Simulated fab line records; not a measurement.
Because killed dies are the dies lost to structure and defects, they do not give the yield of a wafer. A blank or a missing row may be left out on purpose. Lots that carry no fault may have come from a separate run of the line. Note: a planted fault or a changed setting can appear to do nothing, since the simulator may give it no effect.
fab line records    flow sky130
record: lots: 24  wafers: 72  last_day: 50
route steps=708 shown FIELD_ISO@1 VT_ADJUST_HVTP@95 VT_ADJUST_LVTN@106 SONOS_TUNNEL@162 METAL1@450
lots that met no fault: from a run of the same line without faults
start_h: hours from the record's first day to the start of the lot's first wafer shown    wait_h: hours from the lot's prior step to this one    " as in the row above    L1.1+2: a row that stands for several wafers    - no value, or no start was given    * or withheld: withheld    < > ~ a bound
route shown NAME@n: NAME is a module with steps in the file, n the number in the route of the first one    usual: mean/standard deviation of fault-free wafers    same: alike in all rows    chamber/n: place in a boat    sites: per-site readings    _std_site: how widely they spread, as a standard deviation    _edge_site: mean of outer sites minus mean of inner sites    radius_mm: for every site, how far away it sits from the centre of the wafer    mask NAME#n: copy n    behind: the most recent tool/chamber to have shaped the wafer    hold: why the lot was held/for how many hours/how that ended    device: the transistor (n, p or np) that didn't switch    end of line: tests run on the same wafers once the route is complete    a step given without rows: its recipe and nothing more    killed: the dies lost at the first sort to structure and to defects; this is not the yield of the wafer    map: a wafer's dies, x killed, . not, _ none there
set.NAME: the setting the step ran with; set.NAME@STEP: the setting that earlier step ran with    model.NAME: the simulator's own value behind a step, which no gauge read
one table for each step of the route and one row for each wafer, over a sample of lots
services: when a tool's chamber went out of use (start_h, in hours from the record's first day, below 0 if earlier), for how many hours, and the reason
== steps ==
step: SKY_FIELD_ISO_BOW_MEAS_00
recipe: mode: bow
usual: INCOMING_BOW: 0/6.3
lot.wafer  tool           chamber  start_h  wait_h  INCOMING_BOW[um]
L074.2     film_metro-02  -        10.02    -       5
L074.3     "              -        "        "       -2
L074.4     "              -        "        "       3
L075.3     film_metro-04  -        15.04    -       -3
L075.5     "              -        "        "       1
L075.6     "              -        "        "       -3
L076.3     film_metro-04  -        20.04    -       1
L076.4     "              -        "        "       -2
L076.6     "              -        "        "       -10
L077.2     film_metro-04  -        25.02    -       4
L077.3     "              -        "        "       2
L077.6     "              -        "        "       -6
L078.1     film_metro-04  -        30.00    -       -5
L078.4     "              -        "        "       2
L078.6     "              -        "        "       6
L079.1     film_metro-03  -        35.00    -       1
L079.2     "              -        "        "       1
L079.4     "              -        "        "       5
L080.2     film_metro-04  -        40.02    -       -3
L080.3     "              -        "        "       -1
L080.4     "              -        "        "       3
L081.3     film_metro-04  -        45.04    -       -6
L081.4     "              -        "        "       -6
L081.6     "              -        "        "       -12
L082.2     film_metro-04  -        50.02    -       7
L082.4     "              -        "        "       7
L082.5     "              -        "        "       -2
L083.4     film_metro-04  -        55.06    -       -4
L083.5     "              -        "        "       -6
L083.6     "              -        "        "       20
L084.4     film_metro-04  -        60.06    -       2
L084.5     "              -        "        "       1
L084.6     "              -        "        "       -1
L085.1     film_metro-03  -        65.00    -       -6
L085.2     "              -        "        "       2
L085.6     "              -        "        "       -4
L086.3     film_metro-03  -        70.04    -       1
L086.4     "              -        "        "       11
L086.5     "              -        "        "       10
L087.1     film_metro-03  -        75.00    -       -5
L087.3     "              -        "        "       2
L087.5     "              -        "        "       -6
L088.2     film_metro-04  -        80.02    -       2
L088.3     "              -        "        "       -4
L088.5     "              -        "        "       4
L089.2     film_metro-03  -        85.02    -       5
L089.4     "              -        "        "       -7
L089.6     "              -        "        "       5
L090.1     film_metro-04  -        90.00    -       -13
L090.4     "              -        "        "       6
L090.5     "              -        "        "       3
L091.2     film_metro-02  -        95.02    -       -6
L091.5     "              -        "        "       5
L091.6     "              -        "        "       -5
L092.1     film_metro-04  -        100.00   -       -2
L092.4     "              -        "        "       -9
L092.6     "              -        "        "       7
L093.2     film_metro-03  -        105.02   -       -11
L093.4     "              -        "        "       -5
L093.6     "              -        "        "       -2
L094.3     film_metro-02  -        110.04   -       -5
L094.4     "              -        "        "       4
L094.5     "              -        "        "       1
L095.1     film_metro-02  -        115.00   -       6
L095.2     "              -        "        "       1
L095.3     "              -        "        "       7
L096.1     film_metro-04  -        120.00   -       -3
L096.2     "              -        "        "       -1
L096.5     "              -        "        "       -15
L097.1     film_metro-03  -        125.00   -       5
L097.3     "              -        "        "       1
L097.4     "              -        "        "       -5
step: SKY_FIELD_ISO_THK_MEAS_04
recipe: reads: Si3N4_of_FIELD_ISO_CVD_03
usual: FIELD_ISO_CVD_03_THK: 164.6/1.2
lot.wafer  tool           chamber  start_h  wait_h  FIELD_ISO_CVD_03_THK[nm]
L074.2     film_metro-02  -        13.49    0.0     166.3
L074.3     "              -        "        "       167.1
L074.4     "              -        "        "       167.0
L075.3     film_metro-04  -        19.21    0.0     164.1
L075.5     "              -        "        "       165.5
L075.6     "              -        "        "       165.5
L076.3     film_metro-03  -        23.50    0.0     167.5
L076.4     "              -        "        "       167.8
L076.6     "              -        "        "       167.7
L077.2     film_metro-04  -        30.90    0.0     165.4
L077.3     "              -        "        "       166.2
L077.6     "              -        "        "       165.6
L078.1     film_metro-04  -        36.06    0.0     164.2
L078.4     "              -        "        "       164.1
L078.6     "              -        "        "       164.7
L079.1     film_metro-04  -        40.26    0.0     165.6
L079.2     "              -        "        "       165.2
L079.4     "              -        "        "       165.4
L080.2     film_metro-04  -        45.69    0.0     164.6
L080.3     "              -        "        "       165.4
L080.4     "              -        "        "       164.7
L081.3     film_metro-02  -        52.24    0.0     164.5
L081.4     "              -        "        "       163.3
L081.6     "              -        "        "       163.9
L082.2     film_metro-03  -        55.49    0.0     163.4
L082.4     "              -        "        "       164.0
L082.5     "              -        "        "       164.4
L083.4     film_metro-02  -        59.82    0.0     164.6
L083.5     "              -        "        "       165.0
L083.6     "              -        "        "       165.6
L084.4     film_metro-03  -        66.14    0.0     163.7
L084.5     "              -        "        "       164.1
L084.6     "              -        "        "       163.8
L085.1     film_metro-03  -        70.30    0.0     164.1
L085.2     "              -        "        "       163.2
L085.6     "              -        "        "       164.4
L086.3     film_metro-03  -        74.57    0.0     165.3
L086.4     "              -        "        "       166.6
L086.5     "              -        "        "       164.1
L087.1     film_metro-02  -        81.57    0.0     163.6
L087.3     "              -        "        "       163.2
L087.5     "              -        "        "       162.9
L088.2     film_metro-02  -        86.07    0.0     164.5
L088.3     "              -        "        "       162.9
L088.5     "              -        "        "       164.1
L089.2     film_metro-02  -        89.21    0.0     164.1
L089.4     "              -        "        "       162.6
L089.6     "              -        "        "       163.9
L090.1     film_metro-02  -        95.98    0.0     163.7
L090.4     "              -        "        "       163.3
L090.5     "              -        "        "       163.5
L091.2     film_metro-02  -        98.49    0.0     165.2
L091.5     "              -        "        "       164.4
L091.6     "              -        "        "       164.8
L092.1     film_metro-03  -        104.64   0.0     164.0
L092.4     "              -        "        "       164.5
L092.6     "              -        "        "       163.5
L093.2     film_metro-02  -        108.80   0.0     164.9
L093.4     "              -        "        "       163.6
L093.6     "              -        "        "       165.0
L094.3     film_metro-02  -        115.82   0.0     163.8
L094.4     "              -        "        "       162.7
L094.5     "              -        "        "       162.9
L095.1     film_metro-04  -        118.79   0.0     163.8
L095.2     "              -        "        "       163.6
L095.3     "              -        "        "       162.5
L096.1     film_metro-02  -        126.79   0.0     165.5
L096.2     "              -        "        "       164.9
L096.5     "              -        "        "       165.3
L097.1     film_metro-02  -        131.19   0.0     163.2
L097.3     "              -        "        "       165.2
L097.4     "              -        "        "       164.3
step: SKY_VT_ADJUST_HVTP_STRIP_10
recipe: chemistry: O2/N2  power_w: 1400  pressure_mtorr: 1500  platen_temp_c: withheld  o2_flow_sccm: 3000  n2_flow_sccm: 300  overash_fraction: 0.5
usual: drypump_motor_current_A: 5.6/0.4  oes_product_au: 0.715/0.0043  strip_time_to_endpoint_s: 14.16/0.045
lot.wafer  tool             chamber  start_h  wait_h  drypump_motor_current_A  oes_product_au  rf_hours_counter_h  strip_time_to_endpoint_s
L074.2     plasma_asher-01  1        120.70   0.1     5.5                      0.716           32                  14.15
L074.3     "                1        "        "       5.5                      0.714           -                   14.11
L074.4     "                0        "        "       6.0                      0.711           -                   14.08
L075.3     plasma_asher-04  0        128.20   0.1     6.2                      0.709           -                   14.18
L075.5     "                1        "        "       5.2                      0.710           -                   14.17
L075.6     "                0        "        "       6.2                      0.716           -                   14.17
L076.3     plasma_asher-04  0        133.17   0.1     6.1                      0.720           -                   14.16
L076.4     "                1        "        "       5.2                      0.715           -                   14.16
L076.6     "                1        "        "       5.2                      0.721           -                   14.12
L077.2     plasma_asher-04  1        143.47   0.1     5.2                      0.723           48                  14.21
L077.3     "                1        "        "       5.2                      0.720           -                   14.14
L077.6     "                0        "        "       6.2                      0.715           -                   14.20
L078.1     plasma_asher-01  1        151.47   0.1     5.5                      0.717           34                  14.19
L078.4     "                0        "        "       5.9                      0.712           -                   14.21
L078.6     "                1        "        "       5.5                      0.711           -                   14.21
L079.1     plasma_asher-01  1        158.32   0.1     5.5                      0.718           35                  14.07
L079.2     "                0        "        "       6.0                      0.713           35                  14.09
L079.4     "                0        "        "       5.9                      0.716           -                   14.10
L080.2     plasma_asher-04  1        163.52   0.1     5.2                      0.713           50                  14.21
L080.3     "                0        "        "       6.1                      0.712           -                   14.18
L080.4     "                1        "        "       5.2                      0.718           -                   14.22
L081.3     plasma_asher-02  1        169.72   0.1     5.5                      0.717           -                   14.19
L081.4     "                0        "        "       5.0                      0.712           -                   14.22
L081.6     "                1        "        "       5.5                      0.713           -                   14.22
L082.2     plasma_asher-02  0        177.32   0.1     5.0                      0.720           6                   14.09
L082.4     "                0        "        "       5.0                      0.716           -                   14.15
L082.5     "                0        "        "       5.0                      0.712           -                   14.15
L083.4     plasma_asher-01  1        181.42   0.1     5.5                      0.715           -                   14.14
L083.5     "                0        "        "       6.0                      0.715           -                   14.10
L083.6     "                1        "        "       5.5                      0.717           -                   14.09
L084.4     plasma_asher-01  0        188.80   0.1     5.9                      0.715           -                   14.07
L084.5     "                0        "        "       5.9                      0.716           -                   14.14
L084.6     "                1        "        "       5.5                      0.712           -                   14.09
L085.1     plasma_asher-04  1        192.06   0.1     5.2                      0.713           53                  14.15
L085.2     "                0        "        "       6.2                      0.719           53                  14.17
L085.6     "                1        "        "       5.2                      0.713           -                   14.20
L086.3     plasma_asher-02  0        199.77   0.1     5.0                      0.714           -                   14.13
L086.4     "                1        "        "       5.5                      0.718           -                   14.11
L086.5     "                1        "        "       5.5                      0.716           -                   14.11
L087.1     plasma_asher-02  1        207.16   0.1     5.5                      0.714           8                   14.13
L087.3     "                0        "        "       5.0                      0.709           -                   14.15
L087.5     "                0        "        "       5.0                      0.716           -                   14.12
L088.2     plasma_asher-04  0        212.52   0.1     6.2                      0.715           55                  14.23
L088.3     "                0        "        "       6.2                      0.711           -                   14.22
L088.5     "                1        "        "       5.2                      0.713           -                   14.17
L089.2     plasma_asher-04  1        216.06   0.1     5.2                      0.718           55                  14.10
L089.4     "                1        "        "       5.2                      0.719           -                   14.07
L089.6     "                0        "        "       6.2                      0.711           -                   14.10
L090.1     plasma_asher-01  0        224.33   0.1     5.9                      0.717           41                  14.18
L090.4     "                1        "        "       5.5                      0.722           -                   14.21
L090.5     "                1        "        "       5.5                      0.715           -                   14.20
L091.2     plasma_asher-01  1        232.17   0.1     5.5                      0.715           42                  14.20
L091.5     "                0        "        "       5.9                      0.713           -                   14.21
L091.6     "                1        "        "       5.5                      0.720           -                   14.18
L092.1     plasma_asher-04  0        240.22   0.1     6.2                      0.718           57                  14.21
L092.4     "                1        "        "       5.2                      0.720           -                   14.19
L092.6     "                0        "        "       6.2                      0.712           -                   14.17
L093.2     plasma_asher-02  1        246.92   0.1     5.5                      0.708           12                  14.16
L093.4     "                1        "        "       5.5                      0.718           -                   14.15
L093.6     "                0        "        "       5.0                      0.713           -                   14.14
L094.3     plasma_asher-02  1        250.12   0.1     5.5                      0.717           -                   14.14
L094.4     "                0        "        "       5.0                      0.711           -                   14.14
L094.5     "                0        "        "       5.0                      0.712           -                   14.17
L095.1     plasma_asher-04  1        254.86   0.1     5.2                      0.710           59                  14.15
L095.2     "                0        "        "       6.2                      0.711           59                  14.14
L095.3     "                0        "        "       6.1                      0.712           -                   14.13
L096.1     plasma_asher-04  1        262.87   0.1     5.2                      0.721           60                  14.18
L096.2     "                0        "        "       6.1                      0.717           60                  14.19
L096.5     "                1        "        "       5.2                      0.713           -                   14.12
L097.1     plasma_asher-02  0        270.97   0.1     5.0                      0.715           15                  14.15
L097.3     "                1        "        "       5.5                      0.716           -                   14.18
L097.4     "                0        "        "       5.0                      0.710           -                   14.15
step: SKY_VT_ADJUST_LVTN_STRIP_09
recipe: chemistry: O2/N2  power_w: 1400  pressure_mtorr: 1500  platen_temp_c: withheld  o2_flow_sccm: 3000  n2_flow_sccm: 300  overash_fraction: 0.5
usual: drypump_motor_current_A: 5.8/0.5  oes_product_au: 0.722/0.0041  strip_time_to_endpoint_s: 36.70/0.1
lot.wafer  tool             chamber  start_h  wait_h  drypump_motor_current_A  oes_product_au  rf_hours_counter_h  strip_time_to_endpoint_s
L074.2     plasma_asher-03  1        139.21   0.1     6.5                      0.719           45                  36.72
L074.3     "                1        "        "       6.5                      0.719           -                   36.57
L074.4     "                0        "        "       5.8                      0.722           -                   36.68
L075.3     plasma_asher-04  1        146.93   0.1     5.2                      0.720           -                   36.72
L075.5     "                0        "        "       6.1                      0.713           -                   36.76
L075.6     "                1        "        "       5.2                      0.718           -                   36.75
L076.3     plasma_asher-03  1        152.30   0.1     6.5                      0.727           -                   36.61
L076.4     "                0        "        "       5.8                      0.721           -                   36.70
L076.6     "                0        "        "       5.8                      0.727           -                   36.70
L077.2     plasma_asher-02  1        164.15   0.1     5.5                      0.720           4                   36.72
L077.3     "                0        "        "       5.0                      0.723           -                   36.84
L077.6     "                0        "        "       5.0                      0.728           -                   36.68
L078.1     plasma_asher-03  0        171.70   0.1     5.8                      0.712           48                  36.59
L078.4     "                1        "        "       6.5                      0.729           -                   36.67
L078.6     "                1        "        "       6.5                      0.728           -                   36.58
L079.1     plasma_asher-02  1        179.60   0.1     5.5                      0.724           6                   36.88
L079.2     "                0        "        "       5.0                      0.717           6                   36.87
L079.4     "                1        "        "       5.5                      0.718           -                   36.84
L080.2     plasma_asher-03  1        184.59   0.1     6.4                      0.717           49                  36.75
L080.3     "                1        "        "       6.5                      0.729           -                   36.74
L080.4     "                0        "        "       5.8                      0.720           -                   36.68
L081.3     plasma_asher-03  0        191.00   0.1     5.8                      0.719           -                   36.81
L081.4     "                1        "        "       6.5                      0.719           -                   36.64
L081.6     "                0        "        "       5.8                      0.718           -                   36.65
L082.2     plasma_asher-04  1        198.94   0.1     5.2                      0.726           53                  36.75
L082.4     "                1        "        "       5.2                      0.716           -                   36.80
L082.5     "                0        "        "       6.2                      0.718           -                   36.78
L083.4     plasma_asher-02  0        202.95   0.1     5.0                      0.717           -                   36.73
L083.5     "                1        "        "       5.5                      0.721           -                   36.78
L083.6     "                0        "        "       5.0                      0.733           -                   36.73
L084.4     plasma_asher-04  0        211.03   0.1     6.2                      0.722           -                   36.64
L084.5     "                1        "        "       5.2                      0.723           -                   36.60
L084.6     "                0        "        "       6.2                      0.724           -                   36.67
L085.1     plasma_asher-04  1        213.71   0.1     5.2                      0.727           55                  36.70
L085.2     "                0        "        "       6.2                      0.723           55                  36.79
L085.6     "                1        "        "       5.2                      0.720           -                   36.76
L086.3     plasma_asher-02  0        221.78   0.1     5.0                      0.719           -                   36.71
L086.4     "                1        "        "       5.5                      0.725           -                   36.62
L086.5     "                1        "        "       5.5                      0.718           -                   36.78
L087.1     plasma_asher-02  0        228.84   0.1     5.0                      0.725           10                  36.70
L087.3     "                0        "        "       5.0                      0.725           -                   36.71
L087.5     "                1        "        "       5.5                      0.725           -                   36.61
L088.2     plasma_asher-04  1        234.64   0.1     5.2                      0.725           57                  36.75
L088.3     "                0        "        "       6.2                      0.720           -                   36.64
L088.5     "                1        "        "       5.2                      0.727           -                   36.67
L089.2     plasma_asher-03  0        237.79   0.1     5.8                      0.716           55                  36.77
L089.4     "                1        "        "       6.5                      0.725           -                   36.60
L089.6     "                1        "        "       6.5                      0.727           -                   36.63
L090.1     plasma_asher-03  0        247.16   0.1     5.8                      0.714           56                  36.64
L090.4     "                1        "        "       6.5                      0.725           -                   36.82
L090.5     "                1        "        "       6.4                      0.718           -                   36.79
L091.2     plasma_asher-04  1        255.51   0.1     5.2                      0.717           59                  36.78
L091.5     "                0        "        "       6.2                      0.724           -                   36.88
L091.6     "                1        "        "       5.2                      0.724           -                   36.64
L092.1     plasma_asher-03  0        263.99   0.1     5.8                      0.729           58                  36.74
L092.4     "                0        "        "       5.8                      0.724           -                   36.72
L092.6     "                0        "        "       5.8                      0.727           -                   36.63
L093.2     plasma_asher-04  0        271.04   0.1     6.2                      0.724           61                  36.63
L093.4     "                1        "        "       5.2                      0.726           -                   36.67
L093.6     "                1        "        "       5.2                      0.721           -                   36.65
L094.3     plasma_asher-04  1        273.98   0.1     5.2                      0.725           -                   36.68
L094.4     "                0        "        "       6.2                      0.725           -                   36.64
L094.5     "                1        "        "       5.2                      0.719           -                   36.53
L095.1     plasma_asher-03  0        278.89   0.1     5.8                      0.715           59                  36.48
L095.2     "                1        "        "       6.5                      0.719           59                  36.61
L095.3     "                0        "        "       5.8                      0.719           -                   36.54
L096.1     plasma_asher-04  0        287.01   0.1     6.1                      0.716           63                  36.49
L096.2     "                1        "        "       5.2                      0.721           63                  36.56
L096.5     "                0        "        "       6.1                      0.720           -                   36.49
L097.1     plasma_asher-04  1        294.74   0.1     5.2                      0.725           63                  36.76
L097.3     "                1        "        "       5.2                      0.718           -                   36.70
L097.4     "                0        "        "       6.2                      0.721           -                   36.72
step: SKY_SONOS_TUNNEL_OVL_MEAS_08
usual: SONOS_TUNNEL_OVL: 2.1/1.6
lot.wafer  tool        chamber  start_h  wait_h  SONOS_TUNNEL_OVL[nm]
L074.2     overlay-01  -        245.93   0.1     3.9
L074.3     "           -        "        "       6.1
L074.4     "           -        "        "       5.8
L075.3     overlay-02  -        254.99   0.1     1.0
L075.5     "           -        "        "       2.2
L075.6     "           -        "        "       2.2
L076.3     overlay-02  -        259.96   0.1     1.4
L076.4     "           -        "        "       3.7
L076.6     "           -        "        "       2.4
L077.2     overlay-02  -        275.43   0.1     4.2
L077.3     "           -        "        "       4.8
L077.6     "           -        "        "       5.4
L078.1     overlay-01  -        283.80   0.1     0.0
L078.4     "           -        "        "       0.3
L078.6     "           -        "        "       0.0
L079.1     overlay-01  -        295.15   0.1     3.5
L079.2     "           -        "        "       4.9
L079.4     "           -        "        "       3.5
L080.2     overlay-01  -        298.13   0.1     0.5
L080.3     "           -        "        "       3.1
L080.4     "           -        "        "       1.6
L081.3     overlay-01  -        306.56   0.1     0.3
L081.4     "           -        "        "       2.5
L081.6     "           -        "        "       1.9
L082.2     overlay-01  -        314.08   0.1     1.1
L082.4     "           -        "        "       -0.4
L082.5     "           -        "        "       0.4
L083.4     overlay-01  -        320.75   0.1     3.2
L083.5     "           -        "        "       3.4
L083.6     "           -        "        "       1.8
L084.4     overlay-01  -        331.57   0.1     3.0
L084.5     "           -        "        "       2.1
L084.6     "           -        "        "       2.5
L085.1     overlay-02  -        334.58   0.1     0.8
L085.2     "           -        "        "       1.7
L085.6     "           -        "        "       -1.2
L086.3     overlay-02  -        341.56   0.1     -0.8
L086.4     "           -        "        "       0.7
L086.5     "           -        "        "       0.9
L087.1     overlay-01  -        351.20   0.1     2.8
L087.3     "           -        "        "       0.7
L087.5     "           -        "        "       2.4
L088.2     overlay-01  -        359.23   0.1     0.8
L088.3     "           -        "        "       0.3
L088.5     "           -        "        "       2.3
L089.2     overlay-01  -        360.20   0.1     2.1
L089.4     "           -        "        "       2.9
L089.6     "           -        "        "       3.3
L090.1     overlay-02  -        372.93   0.1     3.4
L090.4     "           -        "        "       4.0
L090.5     "           -        "        "       3.4
L091.2     overlay-01  -        382.18   0.1     3.7
L091.5     "           -        "        "       2.5
L091.6     "           -        "        "       1.0
L092.1     overlay-01  -        390.93   0.1     0.7
L092.4     "           -        "        "       3.2
L092.6     "           -        "        "       1.9
L093.2     overlay-01  -        400.85   0.1     0.9
L093.4     "           -        "        "       2.1
L093.6     "           -        "        "       1.8
L094.3     overlay-02  -        401.69   0.1     2.1
L094.4     "           -        "        "       2.6
L094.5     "           -        "        "       3.9
L095.1     overlay-01  -        406.65   0.1     2.2
L095.2     "           -        "        "       1.8
L095.3     "           -        "        "       0.7
L096.1     overlay-02  -        419.18   0.1     3.5
L096.2     "           -        "        "       2.8
L096.5     "           -        "        "       3.0
L097.1     overlay-01  -        431.48   0.1     0.9
L097.3     "           -        "        "       0.1
L097.4     "           -        "        "       1.6
step: SKY_METAL1_OVL_MEAS_16
usual: METAL1_OVL: 4/5.3
lot.wafer  tool        chamber  start_h  wait_h  METAL1_OVL[nm]
L074.2     overlay-02  -        761.03   0.1     4
L074.3     "           -        "        "       9
L074.4     "           -        "        "       9
L075.3     overlay-02  -        763.05   0.1     2
L075.5     "           -        "        "       -2
L075.6     "           -        "        "       7
L076.3     overlay-01  -        771.44   0.1     8
L076.4     "           -        "        "       8
L076.6     "           -        "        "       6
L079.1     overlay-02  -        813.88   0.1     4
L079.2     "           -        "        "       0
L079.4     "           -        "        "       6
L078.1     overlay-02  -        819.68   0.1     14
L078.4     "           -        "        "       15
L078.6     "           -        "        "       17
L077.2     overlay-01  -        819.69   0.1     0
L077.3     "           -        "        "       5
L077.6     "           -        "        "       1
L081.3     overlay-01  -        820.05   0.1     -2
L081.4     "           -        "        "       -7
L081.6     "           -        "        "       -9
L080.2     overlay-02  -        821.63   0.1     4
L080.3     "           -        "        "       0
L080.4     "           -        "        "       6
L082.2     overlay-02  -        827.28   0.1     8
L082.4     "           -        "        "       7
L082.5     "           -        "        "       7
L083.4     overlay-01  -        860.29   0.1     -4
L083.5     "           -        "        "       -1
L083.6     "           -        "        "       0
L084.4     overlay-02  -        860.64   0.1     2
L084.5     "           -        "        "       7
L084.6     "           -        "        "       2
L086.3     overlay-02  -        863.39   0.1     3
L086.4     "           -        "        "       3
L086.5     "           -        "        "       9
L085.1     overlay-02  -        865.98   0.1     5
L085.2     "           -        "        "       -6
L085.6     "           -        "        "       -3
L087.1     overlay-01  -        866.24   0.1     3
L087.3     "           -        "        "       5
L087.5     "           -        "        "       -3
L089.2     overlay-01  -        872.33   0.1     8
L089.4     "           -        "        "       2
L089.6     "           -        "        "       0
L088.2     overlay-01  -        873.54   0.1     2
L088.3     "           -        "        "       -1
L088.5     "           -        "        "       4
L090.1     overlay-01  -        883.23   0.1     3
L090.4     "           -        "        "       5
L090.5     "           -        "        "       4
L091.2     overlay-02  -        886.54   0.1     -6
L091.5     "           -        "        "       4
L091.6     "           -        "        "       6
L092.1     overlay-01  -        895.94   0.1     6
L092.4     "           -        "        "       2
L092.6     "           -        "        "       7
L094.3     overlay-02  -        907.25   0.1     6
L094.4     "           -        "        "       8
L094.5     "           -        "        "       11
L093.2     overlay-02  -        911.43   0.1     -1
L093.4     "           -        "        "       5
L093.6     "           -        "        "       9
L095.1     overlay-01  -        912.53   0.1     5
L095.2     "           -        "        "       4
L095.3     "           -        "        "       6
L096.1     overlay-02  -        925.64   0.1     6
L096.2     "           -        "        "       16
L096.5     "           -        "        "       5
L097.1     overlay-01  -        928.23   0.1     2
L097.3     "           -        "        "       6
L097.4     "           -        "        "       6
== services ==
tool             chamber  start_h  hours  kind
plasma_asher-03  -        102.92   1.3    repair
plasma_asher-02  -        108.75   9.0    pm
plasma_asher-02  0        108.75   9.0    vent_cycle
plasma_asher-02  1        108.75   9.0    vent_cycle
plasma_asher-02  0        117.75   -      clean
plasma_asher-02  1        117.75   -      clean
plasma_asher-03  -        155.75   0.5    repair
plasma_asher-01  -        238.08   10.6   repair
plasma_asher-02  -        259.38   0.3    repair
plasma_asher-02  -        268.93   1.0    repair
== key ==
fault none
